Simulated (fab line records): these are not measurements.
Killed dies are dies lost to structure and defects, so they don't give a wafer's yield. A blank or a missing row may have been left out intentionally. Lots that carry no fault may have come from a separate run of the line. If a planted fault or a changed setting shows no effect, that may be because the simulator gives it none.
The same fault as seen by 2 desks ; flow gf180mcu ; numbers are kept per desk, each desk with only its own; the story behind them comes last

## TOOL OWNER'S DESK, implanter-02
The tool's own readings at GF_VT_IMPLANT_IMPLANT_19, given as means over the sampled wafers that have a number, one for each lot that went through this tool. A lot is out of limits, marked OUT, if its mean lies more than 4 standard deviations from the usual mean; the brackets give that distance.
Columns: A = doseIonsCm2 at GF_VT_IMPLANT_IMPLANT_19, usual 4.35e+12; B = faradayCurrentUA at GF_VT_IMPLANT_IMPLANT_19, usual 24.5
lot;first seen here;A;B
L916;day 6 05:59;4.34e+12;25.0
L922;day 7 23:26;1.79e+12 (-99 or more) OUT;10.0 (-27) OUT
L927;day 9 04:02;1.79e+12 (-99 or more) OUT;10.1 (-27) OUT
This desk finds L922, L927 out of limits, L922 being first, at day 7 23:26 (doseIonsCm2 at GF_VT_IMPLANT_IMPLANT_19). Within limits: L916.

## THE METROLOGY DESK
What the gauges read for every lot (on any tool): the sampled wafers with a number, averaged. A lot is out of limits, marked OUT, if its mean lies more than 4 standard deviations from the usual mean; the brackets give that distance.
Columns: A = VT_IMPLANT_2_TW at GF_VT_IMPLANT_TW_MEAS_21, usual 1215; B = VT_IMPLANT_02_OVL at GF_VT_IMPLANT_OVL_MEAS_29, usual 0.1 nm
lot;first seen here;A;B
L916;day 6 06:13;1219;0.1
L922;day 7 23:40;921 (-46) OUT;2.2
L924;day 8 09:25;1212;-0.9
L927;day 9 04:16;913 (-47) OUT;2.1
L929;day 9 17:06;1211;1.2
L930;day 10 00:22;1213;-0.9
L931;day 10 09:43;1222;-2.8
L932;day 10 11:58;1215;-0.4
L933;day 10 19:40;1225;-1.7
L935;day 11 11:22;1227;0.7
L937;day 11 19:52;1213;-0.1
L939;day 12 15:40;1220;-2.3
Per this desk, out of limits: L922, L927; the first was L922, day 7 23:40 (VT_IMPLANT_2_TW at GF_VT_IMPLANT_TW_MEAS_21). Within limits: L916, L924, L929, L930, L931, L932, L933, L935, L937, L939.

## ALL TOGETHER
The tool owner's desk had the chance to raise an alarm at day 7 23:26 on L922, L927.
L922, L927 would have let the metrology desk raise an alarm at day 7 23:40.
Of the lots named, all ran GF_VT_IMPLANT_IMPLANT_19 on implanter-02.

## WHAT HAD BEEN PUT IN BY THE SIMULATOR
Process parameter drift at GF_VT_IMPLANT_IMPLANT_19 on implanter-02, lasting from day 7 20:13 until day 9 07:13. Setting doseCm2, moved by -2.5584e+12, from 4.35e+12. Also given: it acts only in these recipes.
Struck lots among those shown: L922, L927.
Hours from the fault's start to each desk's first reading out of limits: the tool owner's desk, 3; the metrology desk, 3.
